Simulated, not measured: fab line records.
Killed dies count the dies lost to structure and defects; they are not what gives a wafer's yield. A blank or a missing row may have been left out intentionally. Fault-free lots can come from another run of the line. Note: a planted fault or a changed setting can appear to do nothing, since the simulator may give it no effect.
fab line records :: flow sky130 :: part 2 of 2: steps 30 to 39 of 39
[record]
  lots = 5
  wafers = 15
  lastDay = 50
route steps=708 shown METAL1@447 VIA1@458 METAL2@483
lots that met no fault: from a run of the same line without faults
startH: hours from the record's opening day to when the first of the lot's shown wafers began :: waitH: time in hours since the lot's previous step :: " as in the row above :: L1.1+2: a single row standing in for several wafers :: - no value, or no start was given :: * or withheld: withheld :: < > ~ a bound
route shown NAME@n: a module of which the file shows steps, and the number in the route of the first :: usual: mean and standard deviation over wafers with no fault :: same: alike in all rows :: chamber/n: place in a boat :: sites: the reading at each site :: _std_site: how widely they spread, as a standard deviation :: _edge_site: inner sites' mean taken away from outer sites' mean :: radiusMm: how far each site lies from the wafer's centre :: mask NAME#n: copy n :: behind: the tool/chamber that last shaped the wafer :: hold: cause of the lot's hold/its duration in hours/its outcome :: device: transistor that didn't switch, given as n, p or np :: end of line: tests of these same wafers at the route's end :: where a step has no rows: the recipe by itself :: killed: dies lost to structure and defects at the first sort, not the wafer's yield :: map: a wafer's dies, marking killed ones x, the rest . and places with no die _
set.NAME: the setting as run; set.NAME@STEP: as run at that earlier step :: model.NAME: the simulator's own value behind a step, which no gauge read
lots at selected steps of the route; one table per step, one row per wafer
services: the hour from which a tool's chamber was out of use, counted from the record's first day as startH (under 0 if before that day), plus the number of hours and why
[[steps]]
[step SKY_VIA1_CLEAN_18]
[recipe]
  chemistry = IPA
  timeS = 180
  tempC = 25
lot.wafer: L075.3+4+5
tool: wetBench-02
chamber: 0
startH: 799.46
waitH: 0.0

lot.wafer: L078.2+4+5
tool: wetBench-02
chamber: 3
startH: 833.29
waitH: 0.0

lot.wafer: L082.1+2+3
tool: wetBench-01
chamber: 2
startH: 852.74
waitH: 0.0

lot.wafer: L087.2+5+6
tool: wetBench-01
chamber: 3
startH: 897.22
waitH: 0.0

lot.wafer: L096.2+3+5
tool: wetBench-03
chamber: 2
startH: 951.00
waitH: 0.0
[step SKY_VIA1_CLEAN_19]
[recipe]
  chemistry = O3/DIW
  dry = n2Spin
lot.wafer: L075.3+4+5
tool: wetBench-01
chamber: 3
startH: 799.52
waitH: 0.0

lot.wafer: L078.2+4+5
tool: wetBench-03
chamber: 0
startH: 833.35
waitH: 0.0

lot.wafer: L082.1+2+3
tool: wetBench-03
chamber: 2
startH: 852.80
waitH: 0.0

lot.wafer: L087.2+5+6
tool: wetBench-03
chamber: 2
startH: 897.28
waitH: 0.0

lot.wafer: L096.2+3+5
tool: wetBench-01
chamber: 2
startH: 951.05
waitH: 0.0
[step SKY_VIA1_SPUTTER_20]
[recipe]
  material = TiN
  targetThkNm = 20
  chamberPressurePa = 5
  powerW = 4000
  timeS = 80
[usual]
  throttleValvePct = 29.8/0.69
lot.wafer: L075.3
tool: pvdSputter-03
chamber: -
startH: 799.61
waitH: 0.0
throttleValvePct: 30.2

lot.wafer: L075.4
tool: pvdSputter-03
chamber: -
startH: 799.61
waitH: 0.0
throttleValvePct: 29.3

lot.wafer: L075.5
tool: pvdSputter-03
chamber: -
startH: 799.61
waitH: 0.0
throttleValvePct: 29.3

lot.wafer: L078.2
tool: pvdSputter-02
chamber: -
startH: 833.44
waitH: 0.0
throttleValvePct: 28.7

lot.wafer: L078.4
tool: pvdSputter-02
chamber: -
startH: 833.44
waitH: 0.0
throttleValvePct: 28.9

lot.wafer: L078.5
tool: pvdSputter-02
chamber: -
startH: 833.44
waitH: 0.0
throttleValvePct: 28.8

lot.wafer: L082.1
tool: pvdSputter-04
chamber: -
startH: 852.90
waitH: 0.0
throttleValvePct: 31.1

lot.wafer: L082.2
tool: pvdSputter-04
chamber: -
startH: 852.90
waitH: 0.0
throttleValvePct: 30.9

lot.wafer: L082.3
tool: pvdSputter-04
chamber: -
startH: 852.90
waitH: 0.0
throttleValvePct: 30.8

lot.wafer: L087.2
tool: pvdSputter-03
chamber: -
startH: 897.38
waitH: 0.0
throttleValvePct: 29.3

lot.wafer: L087.5
tool: pvdSputter-03
chamber: -
startH: 897.38
waitH: 0.0
throttleValvePct: 29.9

lot.wafer: L087.6
tool: pvdSputter-03
chamber: -
startH: 897.38
waitH: 0.0
throttleValvePct: 29.5

lot.wafer: L096.2
tool: pvdSputter-03
chamber: -
startH: 951.15
waitH: 0.0
throttleValvePct: 29.7

lot.wafer: L096.3
tool: pvdSputter-03
chamber: -
startH: 951.15
waitH: 0.0
throttleValvePct: 29.2

lot.wafer: L096.5
tool: pvdSputter-03
chamber: -
startH: 951.15
waitH: 0.0
throttleValvePct: 29.3
[step SKY_VIA1_CVD_21]
[recipe]
  material = W
  targetThkNm = 270
  timeS = 80.902
  tempC = 400
  pressureTorr = 40
[usual]
  heaterPowerW = 878/130
lot.wafer: L075.3
tool: cvdW-02
chamber: 1
startH: 799.70
waitH: 0.1
heaterPowerW: 794

lot.wafer: L075.4
tool: cvdW-02
chamber: 0
startH: 799.70
waitH: 0.1
heaterPowerW: 951

lot.wafer: L075.5
tool: cvdW-02
chamber: 0
startH: 799.70
waitH: 0.1
heaterPowerW: 955

lot.wafer: L078.2
tool: cvdW-01
chamber: 1
startH: 833.51
waitH: 0.0
heaterPowerW: 1029

lot.wafer: L078.4
tool: cvdW-01
chamber: 0
startH: 833.51
waitH: 0.0
heaterPowerW: 772

lot.wafer: L078.5
tool: cvdW-01
chamber: 1
startH: 833.51
waitH: 0.0
heaterPowerW: 1016

lot.wafer: L082.1
tool: cvdW-02
chamber: 1
startH: 852.96
waitH: 0.0
heaterPowerW: 785

lot.wafer: L082.2
tool: cvdW-02
chamber: 0
startH: 852.96
waitH: 0.0
heaterPowerW: 955

lot.wafer: L082.3
tool: cvdW-02
chamber: 0
startH: 852.96
waitH: 0.0
heaterPowerW: 943

lot.wafer: L087.2
tool: cvdW-02
chamber: 1
startH: 897.44
waitH: 0.0
heaterPowerW: 813

lot.wafer: L087.5
tool: cvdW-02
chamber: 0
startH: 897.44
waitH: 0.0
heaterPowerW: 931

lot.wafer: L087.6
tool: cvdW-02
chamber: 1
startH: 897.44
waitH: 0.0
heaterPowerW: 767

lot.wafer: L096.2
tool: cvdW-02
chamber: 1
startH: 951.21
waitH: 0.0
heaterPowerW: 801

lot.wafer: L096.3
tool: cvdW-02
chamber: 1
startH: 951.21
waitH: 0.0
heaterPowerW: 775

lot.wafer: L096.5
tool: cvdW-02
chamber: 0
startH: 951.21
waitH: 0.0
heaterPowerW: 899
[step SKY_VIA1_RS_MEAS_22]
[recipe]
  thkMeasGauge = four-point-probe
  reads = W_of_VIA1_CVD_21+TiN_of_VIA1_SPUTTER_20
[usual]
  VIA1_W_RS = 0.422/0.0068
lot.wafer: L075.3
tool: filmMetro-04
chamber: -
startH: 799.80
waitH: 0.1
VIA1_W_RS[ohm/sq]: 0.424

lot.wafer: L075.4
tool: filmMetro-04
chamber: -
startH: 799.80
waitH: 0.1
VIA1_W_RS[ohm/sq]: 0.427

lot.wafer: L075.5
tool: filmMetro-04
chamber: -
startH: 799.80
waitH: 0.1
VIA1_W_RS[ohm/sq]: 0.429

lot.wafer: L078.2
tool: filmMetro-02
chamber: -
startH: 833.62
waitH: 0.1
VIA1_W_RS[ohm/sq]: 0.413

lot.wafer: L078.4
tool: filmMetro-02
chamber: -
startH: 833.62
waitH: 0.1
VIA1_W_RS[ohm/sq]: 0.420

lot.wafer: L078.5
tool: filmMetro-02
chamber: -
startH: 833.62
waitH: 0.1
VIA1_W_RS[ohm/sq]: 0.414

lot.wafer: L082.1
tool: filmMetro-02
chamber: -
startH: 853.05
waitH: 0.1
VIA1_W_RS[ohm/sq]: 0.427

lot.wafer: L082.2
tool: filmMetro-02
chamber: -
startH: 853.05
waitH: 0.1
VIA1_W_RS[ohm/sq]: 0.429

lot.wafer: L082.3
tool: filmMetro-02
chamber: -
startH: 853.05
waitH: 0.1
VIA1_W_RS[ohm/sq]: 0.427

lot.wafer: L087.2
tool: filmMetro-02
chamber: -
startH: 897.55
waitH: 0.1
VIA1_W_RS[ohm/sq]: 0.423

lot.wafer: L087.5
tool: filmMetro-02
chamber: -
startH: 897.55
waitH: 0.1
VIA1_W_RS[ohm/sq]: 0.429

lot.wafer: L087.6
tool: filmMetro-02
chamber: -
startH: 897.55
waitH: 0.1
VIA1_W_RS[ohm/sq]: 0.431

lot.wafer: L096.2
tool: filmMetro-04
chamber: -
startH: 951.36
waitH: 0.1
VIA1_W_RS[ohm/sq]: 0.425

lot.wafer: L096.3
tool: filmMetro-04
chamber: -
startH: 951.36
waitH: 0.1
VIA1_W_RS[ohm/sq]: 0.425

lot.wafer: L096.5
tool: filmMetro-04
chamber: -
startH: 951.36
waitH: 0.1
VIA1_W_RS[ohm/sq]: 0.434
[step SKY_VIA1_THK_MEAS_23]
[recipe]
  thkMeasGauge = xrf
  reads = W_of_VIA1_CVD_21
[usual]
  VIA1_W_THK = 278/4.5
lot.wafer: L075.3
tool: filmMetro-04
chamber: -
startH: 799.90
waitH: 0.1
VIA1_W_THK[nm]: 277

lot.wafer: L075.4
tool: filmMetro-04
chamber: -
startH: 799.90
waitH: 0.1
VIA1_W_THK[nm]: 274

lot.wafer: L075.5
tool: filmMetro-04
chamber: -
startH: 799.90
waitH: 0.1
VIA1_W_THK[nm]: 271

lot.wafer: L078.2
tool: filmMetro-02
chamber: -
startH: 833.73
waitH: 0.1
VIA1_W_THK[nm]: 281

lot.wafer: L078.4
tool: filmMetro-02
chamber: -
startH: 833.73
waitH: 0.1
VIA1_W_THK[nm]: 277

lot.wafer: L078.5
tool: filmMetro-02
chamber: -
startH: 833.73
waitH: 0.1
VIA1_W_THK[nm]: 280

lot.wafer: L082.1
tool: filmMetro-02
chamber: -
startH: 853.17
waitH: 0.1
VIA1_W_THK[nm]: 273

lot.wafer: L082.2
tool: filmMetro-02
chamber: -
startH: 853.17
waitH: 0.1
VIA1_W_THK[nm]: 273

lot.wafer: L082.3
tool: filmMetro-02
chamber: -
startH: 853.17
waitH: 0.1
VIA1_W_THK[nm]: 274

lot.wafer: L087.2
tool: filmMetro-02
chamber: -
startH: 897.66
waitH: 0.1
VIA1_W_THK[nm]: 277

lot.wafer: L087.5
tool: filmMetro-02
chamber: -
startH: 897.66
waitH: 0.1
VIA1_W_THK[nm]: 274

lot.wafer: L087.6
tool: filmMetro-02
chamber: -
startH: 897.66
waitH: 0.1
VIA1_W_THK[nm]: 271

lot.wafer: L096.2
tool: filmMetro-04
chamber: -
startH: 951.47
waitH: 0.1
VIA1_W_THK[nm]: 276

lot.wafer: L096.3
tool: filmMetro-04
chamber: -
startH: 951.47
waitH: 0.1
VIA1_W_THK[nm]: 275

lot.wafer: L096.5
tool: filmMetro-04
chamber: -
startH: 951.47
waitH: 0.1
VIA1_W_THK[nm]: 269
[step SKY_VIA1_CMP_24]
[recipe]
  stopOn = SiO2
  tOverpolishS = 15
  downForcePsi = 3.5
  platenRpm = 60
  targetThkNm = 0
  padVelocityMS = 0.94248
[usual]
  edgeZonePressureFrac = 1.001/0.0052
  motorCurrentA = 11.2/0.91
  overpolishRunS = 15.000/0.0092
  timeToEndpointS = 65/3.4
lot.wafer: L075.3
tool: cmp-02
chamber: 1
startH: 799.94
waitH: 0.0
edgeZonePressureFrac: 1.002
motorCurrentA: 9.6
overpolishRunS: 14.982
timeToEndpointS: 67

lot.wafer: L075.4
tool: cmp-02
chamber: 0
startH: 799.94
waitH: 0.0
edgeZonePressureFrac: 0.999
motorCurrentA: 11.2
overpolishRunS: 15.008
timeToEndpointS: 62

lot.wafer: L075.5
tool: cmp-02
chamber: 2
startH: 799.94
waitH: 0.0
edgeZonePressureFrac: 0.995
motorCurrentA: 13.0
overpolishRunS: 14.996
timeToEndpointS: 65

lot.wafer: L078.2
tool: cmp-01
chamber: 0
startH: 833.83
waitH: 0.1
edgeZonePressureFrac: 0.995
motorCurrentA: 11.3
overpolishRunS: 14.999
timeToEndpointS: 66

lot.wafer: L078.4
tool: cmp-01
chamber: 2
startH: 833.83
waitH: 0.1
edgeZonePressureFrac: 0.996
motorCurrentA: 12.2
overpolishRunS: 14.994
timeToEndpointS: 68

lot.wafer: L078.5
tool: cmp-01
chamber: 3
startH: 833.83
waitH: 0.1
edgeZonePressureFrac: 1.008
motorCurrentA: 12.0
overpolishRunS: 15.005
timeToEndpointS: 66

lot.wafer: L082.2
tool: cmp-01
chamber: 2
startH: 853.23
waitH: 0.0
edgeZonePressureFrac: 1.009
motorCurrentA: 12.2
overpolishRunS: 15.013
timeToEndpointS: 66

lot.wafer: L082.3
tool: cmp-01
chamber: 3
startH: 853.23
waitH: 0.0
edgeZonePressureFrac: 0.992
motorCurrentA: 11.7
overpolishRunS: 15.002
timeToEndpointS: 67

lot.wafer: L082.1
tool: cmp-01
chamber: 1
startH: 853.23
waitH: 0.0
edgeZonePressureFrac: 1.000
motorCurrentA: 11.3
overpolishRunS: 14.976
timeToEndpointS: 58

lot.wafer: L087.2
tool: cmp-02
chamber: 2
startH: 897.86
waitH: 0.2
edgeZonePressureFrac: 0.989
motorCurrentA: 12.1
overpolishRunS: 14.993
timeToEndpointS: 65

lot.wafer: L087.5
tool: cmp-02
chamber: 3
startH: 897.86
waitH: 0.2
edgeZonePressureFrac: 1.013
motorCurrentA: 10.8
overpolishRunS: 15.003
timeToEndpointS: 61

lot.wafer: L087.6
tool: cmp-02
chamber: 0
startH: 897.86
waitH: 0.2
edgeZonePressureFrac: 1.002
motorCurrentA: 10.8
overpolishRunS: 15.003
timeToEndpointS: 59

lot.wafer: L096.2
tool: cmp-01
chamber: 3
startH: 951.74
waitH: 0.3
edgeZonePressureFrac: 1.000
motorCurrentA: 11.6
overpolishRunS: 14.976
timeToEndpointS: 65

lot.wafer: L096.3
tool: cmp-01
chamber: 0
startH: 951.74
waitH: 0.3
edgeZonePressureFrac: 1.000
motorCurrentA: 11.2
overpolishRunS: 15.006
timeToEndpointS: 73

lot.wafer: L096.5
tool: cmp-01
chamber: 2
startH: 951.74
waitH: 0.3
edgeZonePressureFrac: 1.002
motorCurrentA: 12.0
overpolishRunS: 14.989
timeToEndpointS: 70
[step SKY_METAL2_SPUTTER_00]
[recipe]
  material = Ti
  targetThkNm = 15
  powerW = 3000
  timeS = 10
  chamberPressurePa = 0.4
[usual]
  throttleValvePct = 29.6/0.7
lot.wafer: L075.3
tool: pvdSputter-01
chamber: -
startH: 800.24
waitH: 0.2
throttleValvePct: 30.2

lot.wafer: L075.4
tool: pvdSputter-01
chamber: -
startH: 800.24
waitH: 0.2
throttleValvePct: 29.0

lot.wafer: L075.5
tool: pvdSputter-01
chamber: -
startH: 800.24
waitH: 0.2
throttleValvePct: 30.2

lot.wafer: L078.2
tool: pvdSputter-01
chamber: -
startH: 834.08
waitH: 0.2
throttleValvePct: 29.2

lot.wafer: L078.4
tool: pvdSputter-01
chamber: -
startH: 834.08
waitH: 0.2
throttleValvePct: 30.9

lot.wafer: L078.5
tool: pvdSputter-01
chamber: -
startH: 834.08
waitH: 0.2
throttleValvePct: 28.8

lot.wafer: L082.1
tool: pvdSputter-02
chamber: -
startH: 853.53
waitH: 0.1
throttleValvePct: 28.8

lot.wafer: L082.2
tool: pvdSputter-02
chamber: -
startH: 853.53
waitH: 0.1
throttleValvePct: 29.7

lot.wafer: L082.3
tool: pvdSputter-02
chamber: -
startH: 853.53
waitH: 0.1
throttleValvePct: 28.4

lot.wafer: L087.2
tool: pvdSputter-02
chamber: -
startH: 898.01
waitH: 0.1
throttleValvePct: 29.3

lot.wafer: L087.5
tool: pvdSputter-02
chamber: -
startH: 898.01
waitH: 0.1
throttleValvePct: 30.0

lot.wafer: L087.6
tool: pvdSputter-02
chamber: -
startH: 898.01
waitH: 0.1
throttleValvePct: 28.7

lot.wafer: L096.2
tool: pvdSputter-01
chamber: -
startH: 951.94
waitH: 0.1
throttleValvePct: 30.3

lot.wafer: L096.3
tool: pvdSputter-01
chamber: -
startH: 951.94
waitH: 0.1
throttleValvePct: 29.3

lot.wafer: L096.5
tool: pvdSputter-01
chamber: -
startH: 951.94
waitH: 0.1
throttleValvePct: 29.1
[step SKY_METAL2_SPUTTER_01]
[recipe]
  material = TiN
  targetThkNm = 20
  powerW = 6500
  timeS = 16.7
  chamberPressurePa = 0.4
[usual]
  throttleValvePct = 29.6/0.71
lot.wafer: L075.3
tool: pvdSputter-01
chamber: -
startH: 800.26
waitH: 0.0
throttleValvePct: 29.8

lot.wafer: L075.4
tool: pvdSputter-01
chamber: -
startH: 800.26
waitH: 0.0
throttleValvePct: 29.1

lot.wafer: L075.5
tool: pvdSputter-01
chamber: -
startH: 800.26
waitH: 0.0
throttleValvePct: 30.1

lot.wafer: L078.2
tool: pvdSputter-01
chamber: -
startH: 834.10
waitH: 0.0
throttleValvePct: 29.1

lot.wafer: L078.4
tool: pvdSputter-01
chamber: -
startH: 834.10
waitH: 0.0
throttleValvePct: 31.1

lot.wafer: L078.5
tool: pvdSputter-01
chamber: -
startH: 834.10
waitH: 0.0
throttleValvePct: 28.7

lot.wafer: L082.1
tool: pvdSputter-02
chamber: -
startH: 853.55
waitH: 0.0
throttleValvePct: 28.8

lot.wafer: L082.2
tool: pvdSputter-02
chamber: -
startH: 853.55
waitH: 0.0
throttleValvePct: 30.3

lot.wafer: L082.3
tool: pvdSputter-02
chamber: -
startH: 853.55
waitH: 0.0
throttleValvePct: 28.5

lot.wafer: L087.2
tool: pvdSputter-02
chamber: -
startH: 898.03
waitH: 0.0
throttleValvePct: 29.4

lot.wafer: L087.5
tool: pvdSputter-02
chamber: -
startH: 898.03
waitH: 0.0
throttleValvePct: 30.0

lot.wafer: L087.6
tool: pvdSputter-02
chamber: -
startH: 898.03
waitH: 0.0
throttleValvePct: 28.7

lot.wafer: L096.2
tool: pvdSputter-01
chamber: -
startH: 951.96
waitH: 0.0
throttleValvePct: 30.3

lot.wafer: L096.3
tool: pvdSputter-01
chamber: -
startH: 951.96
waitH: 0.0
throttleValvePct: 29.1

lot.wafer: L096.5
tool: pvdSputter-01
chamber: -
startH: 951.96
waitH: 0.0
throttleValvePct: 29.2
[step SKY_METAL2_SPUTTER_02]
[recipe]
  material = AlCu
  targetThkNm = 250
  powerW = 10600
  timeS = 13.3
  chamberPressurePa = 0.4
[usual]
  throttleValvePct = 29.6/0.72
lot.wafer: L075.3
tool: pvdSputter-01
chamber: -
startH: 800.29
waitH: 0.0
throttleValvePct: 30.2

lot.wafer: L075.4
tool: pvdSputter-01
chamber: -
startH: 800.29
waitH: 0.0
throttleValvePct: 29.2

lot.wafer: L075.5
tool: pvdSputter-01
chamber: -
startH: 800.29
waitH: 0.0
throttleValvePct: 30.2

lot.wafer: L078.2
tool: pvdSputter-01
chamber: -
startH: 834.13
waitH: 0.0
throttleValvePct: 29.2

lot.wafer: L078.4
tool: pvdSputter-01
chamber: -
startH: 834.13
waitH: 0.0
throttleValvePct: 30.7

lot.wafer: L078.5
tool: pvdSputter-01
chamber: -
startH: 834.13
waitH: 0.0
throttleValvePct: 28.7

lot.wafer: L082.1
tool: pvdSputter-02
chamber: -
startH: 853.58
waitH: 0.0
throttleValvePct: 28.8

lot.wafer: L082.2
tool: pvdSputter-02
chamber: -
startH: 853.58
waitH: 0.0
throttleValvePct: 30.0

lot.wafer: L082.3
tool: pvdSputter-02
chamber: -
startH: 853.58
waitH: 0.0
throttleValvePct: 28.5

lot.wafer: L087.2
tool: pvdSputter-02
chamber: -
startH: 898.06
waitH: 0.0
throttleValvePct: 29.6

lot.wafer: L087.5
tool: pvdSputter-02
chamber: -
startH: 898.06
waitH: 0.0
throttleValvePct: 30.2

lot.wafer: L087.6
tool: pvdSputter-02
chamber: -
startH: 898.06
waitH: 0.0
throttleValvePct: 28.6

lot.wafer: L096.2
tool: pvdSputter-01
chamber: -
startH: 951.99
waitH: 0.0
throttleValvePct: 30.0

lot.wafer: L096.3
tool: pvdSputter-01
chamber: -
startH: 951.99
waitH: 0.0
throttleValvePct: 29.1

lot.wafer: L096.5
tool: pvdSputter-01
chamber: -
startH: 951.99
waitH: 0.0
throttleValvePct: 29.5
[[services]]
tool: rieMetal-02
chamber: -
startH: 755.01
hours: 14.0
kind: repair

tool: rieDiel-03
chamber: 2
startH: 755.14
hours: 17.2
kind: repair

tool: rieDiel-03
chamber: 1
startH: 781.05
hours: 2.6
kind: repair

tool: pvdSputter-02
chamber: -
startH: 781.91
hours: 27.5
kind: repair

tool: cmp-01
chamber: -
startH: 822.69
hours: 1.9
kind: repair

tool: rieDiel-02
chamber: 1
startH: 824.85
hours: 2.2
kind: repair

tool: rieMetal-03
chamber: -
startH: 838.19
hours: 2.5
kind: repair

tool: pvdSputter-01
chamber: -
startH: 840.88
hours: 25.9
kind: repair

tool: pvdSputter-02
chamber: -
startH: 844.04
hours: 1.2
kind: repair

tool: pvdSputter-02
chamber: -
startH: 845.29
hours: 1.3
kind: repair

tool: pvdSputter-02
chamber: -
startH: 845.80
hours: 3.6
kind: repair

tool: krfScanner-01
chamber: -
startH: 848.92
hours: 1.3
kind: pm

tool: rieMetal-02
chamber: -
startH: 851.35
hours: 14.6
kind: pm

tool: krfScanner-01
chamber: -
startH: 856.54
hours: 0.8
kind: pm

tool: cmp-01
chamber: -
startH: 873.27
hours: 15.6
kind: repair

tool: krfScanner-01
chamber: -
startH: 884.32
hours: 1.0
kind: pm

tool: krfScanner-01
chamber: -
startH: 885.67
hours: 0.4
kind: repair

tool: pvdSputter-02
chamber: -
startH: 887.66
hours: 3.5
kind: repair

tool: cvdW-02
chamber: -
startH: 904.06
hours: 14.0
kind: pm

tool: rieDiel-02
chamber: -
startH: 907.11
hours: 3.1
kind: repair

tool: cmp-01
chamber: -
startH: 911.38
hours: 0.5
kind: repair

tool: cmp-01
chamber: -
startH: 913.04
hours: 4.0
kind: pm

tool: wetBench-02
chamber: -
startH: 933.72
hours: 79.0
kind: pm

tool: rieMetal-02
chamber: 0
startH: 943.53
hours: 19.4
kind: repair
